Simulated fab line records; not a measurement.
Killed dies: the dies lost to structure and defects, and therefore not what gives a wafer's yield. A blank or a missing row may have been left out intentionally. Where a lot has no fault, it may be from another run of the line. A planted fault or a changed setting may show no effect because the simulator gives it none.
A lot that was struck, set against a sound lot / flow gf180mcu / 17 out of 602 route steps
Sound: these wafers, L342.2, L342.3, L342.6. Struck: wafer L351.6 (left out: L351.1, L351.3 of the same lot, which were not struck); the cause appears at the end.
Each step with rows lists, per side, the tool, then ch with its chambers, then its first start. Under that, the readings that differ: sound wafers / struck wafers / difference of the means / sigmas: that difference in standard deviations of wafers without a fault.
alike: words and numbers the same on both sides, and readings whose means are apart by under 2 such deviations; not compared: readings that were withheld, readings missing a value for some wafer, numbers with overlapping values and no deviation given by the record, and bounds like >300 which may hide the same value.
The two part at a step that has a row with sigmas, a row that says differs or no value, or rows on one side only. When numbers do not overlap yet have no deviation, they are printed without sigmas and do not part them. A reading missing from all wafers of one side parts the sides only when that side holds two or more wafers.

first, 3 steps without rows for these wafers: GF_V2_EXPOSE_11 (exposes mask Via2, target cd 260 nm); GF_V2_PEB_12 (peb time 90 s); GF_V2_DEVELOP_13 (develop time 60 s).
GF_V2_CD_MEAS_14: target cd 260 nm.
  sound on cd_sem-01 at day 22 19:31; struck on cd_sem-01 at day 26 08:59
  alike: cd_nm
GF_V2_OVL_MEAS_15:
  sound on overlay-01 at day 22 19:37; struck on overlay-01 at day 26 09:07
  alike: V2_OVL
GF_V2_ETCH_16: etches BARC in N2/H2.
  sound on rie_diel-01 ch 0,1, day 22 19:39; struck on rie_diel-01 ch 0, day 26 09:09
  alike: drypump_motor_current_A, oes_product_au, rf_fwd_power_W, throttle_valve_pct
GF_V2_ETCH_17: etches SiO2 in C4F8/O2/Ar, stops on TiN, target depth 630 nm.
  sound: rie_diel-01 ch 0,1; struck: rie_diel-01 ch 0
reading=rf_fwd_power_W (W); sound=1492 1495 1489; struck=1482; difference=-10; sigmas=-2
  alike: oes_product_au
GF_V2_STRIP_18: strips in O2/N2.
  sound on plasma_asher-02 ch 0,1, day 22 19:47; struck on plasma_asher-01 ch 0, day 26 09:17
reading=drypump_motor_current_A (A); sound=5.3 5.0 5.0; struck=6.3; difference=+1.2; sigmas=+3
  alike: heater_power_w, oes_product_au
  not compared: rf_hours_counter_h
then, 2 steps without rows for these wafers: GF_V2_STRIP_19 (strips in post etch residue remover, time 1200 s); GF_V2_CLEAN_20 (cleans in DIW).
GF_V2_SPUTTER_21: material Ti, target thk 15 nm, time 80.02 s.
  sound on pvd_sputter-02 at day 22 20:20; struck on pvd_sputter-02 at day 26 09:53
  alike: throttle_valve_pct
GF_V2_SPUTTER_22: material TiN, target thk 10 nm, time 40 s.
  sound on pvd_sputter-02 at day 22 20:23; struck on pvd_sputter-02 at day 26 09:57
  alike: throttle_valve_pct
GF_V2_CVD_23: deposits W, target thk 350 nm, time 104.94 s.
  sound on cvd_w-02 ch 0, day 22 20:26; struck on cvd_w-01 ch 0, day 26 09:59
reading=model.W_of_V2_CVD_23.thk_nm (nm); sound=355.3 359.7 357.3; struck=307; difference=-50; sigmas=
  alike: heater_power_w
GF_V2_RS_MEAS_24: a four-point-probe measurement.
  sound on film_metro-01 at day 22 20:34; struck on film_metro-01 at day 26 10:06
reading=V2_W_RS (ohm/sq); sound=0.322 0.318 0.320; struck=0.374; difference=+0.054; sigmas=+10
GF_V2_THK_MEAS_25: measures by xrf.
  sound on film_metro-01 at day 22 20:40; struck on film_metro-01 at day 26 10:13
reading=V2_W_THK (nm); sound=362 369 364; struck=313; difference=-52; sigmas=-7
GF_V2_CMP_26: polishes, stops on SiO2, t overpolish 15 s, target thk 0 nm.
  sound on cmp-01 ch 2,3, day 22 20:43; struck on cmp-01 ch 1, day 26 10:17
reading=time_to_endpoint_s (s); sound=85 84 83; struck=68; difference=-16; sigmas=-5
  alike: head_pressure_psi, motor_current_A
then, 1 step without rows for these wafers: GF_M3_SPUTTER_00 (material Ti, target thk 37.5 nm, time 150 s).

WHERE THEY PART
Last at GF_V2_CMP_26 as far as this record goes, first at GF_V2_ETCH_17.

WHY: what the simulator had put in
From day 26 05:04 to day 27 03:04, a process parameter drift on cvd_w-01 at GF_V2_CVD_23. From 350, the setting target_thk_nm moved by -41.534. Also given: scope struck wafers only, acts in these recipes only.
